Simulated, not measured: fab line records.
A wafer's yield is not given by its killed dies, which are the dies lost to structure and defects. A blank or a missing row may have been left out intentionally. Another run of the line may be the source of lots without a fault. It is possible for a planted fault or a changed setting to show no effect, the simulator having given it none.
Matching of chambers	flow gf180mcu	cmp-02 running GF_V1_CMP_26: 4 sister chambers
The step polishes, stops on SiO2, t overpolish 15 s, target thk 0 nm. 14 wafers are shown with their chamber, then 7 later ones without.

## WAFERS PAIRED WITH THEIR CHAMBERS
wafer	chamber	motor-current-A (A)	time-to-endpoint-s (s)	head-pressure-psi (psi)
L349.1	0	9.7	78	3.488
L349.2	2	11.3	82	3.498
L349.6	3	11.8	77	3.504
L352.2	1	11.8	79	3.508
L352.3	0	10.2	85	3.514
L352.5	0	9.7	82	3.500
L353.2	1	11.4	73	3.506
L353.4	2	11.0	79	3.501
L353.6	0	10.4	77	3.491
L354.1	0	9.5	81	3.501
L354.3	2	10.5	83	3.500
L354.5	0	10.5	82	3.495
L355.1	3	11.7	77	3.493
L355.2	0	10.4	81	3.498

SIGNATURES, as means of the wafers listed above
reading	chamber 0	chamber 1	chamber 2	chamber 3	scatter within a chamber
motor-current-A	10.057	11.600	10.933	11.750	0.378
time-to-endpoint-s	80.86	76.00	81.33	77.00	2.64
head-pressure-psi	3.49814	3.50700	3.49967	3.49850	0.00703
Rule: for a wafer and a chamber, the distance is found by dividing, reading by reading, the gap between the wafer's reading and the chamber's mean by the reading's scatter, squaring, summing and taking the root. If the next closest chamber is less than 2 further off than the closest, the wafer can't be placed; otherwise it belongs to the closest. The scatter: the root of (the sum of the squares of (reading less its chamber's mean) over the shown wafers, divided by (wafers less chambers)).

## WAFERS WITH NO CHAMBER GIVEN
wafer	motor-current-A (A)	time-to-endpoint-s (s)	head-pressure-psi (psi)
L355.4	11.7	74	3.491
L356.1	10.6	83	3.509
L356.3	12.1	87	3.479
L356.5	11.4	89	3.485
L358.4	11.0	89	3.510
L358.5	11.9	80	3.496
L358.6	10.7	84	3.493

## WHICH CHAMBER EACH WENT THROUGH
wafer	from the rows above	in truth
L355.4	can't be placed: 3 or 1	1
L356.1	can't be placed: 2 or 0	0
L356.3	can't be placed: 2 or 3 or 1 or 0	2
L356.5	can't be placed: 2 or 3 or 0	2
L358.4	can't be placed: 2 or 0 or 1 or 3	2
L358.5	can't be placed: 3 or 1 or 2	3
L358.6	can't be placed: 2 or 0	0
Correct placement for 0 of the 7. Not placeable from these rows: 7 (in 7, the candidates include the true chamber). Wrongly placed: 0.
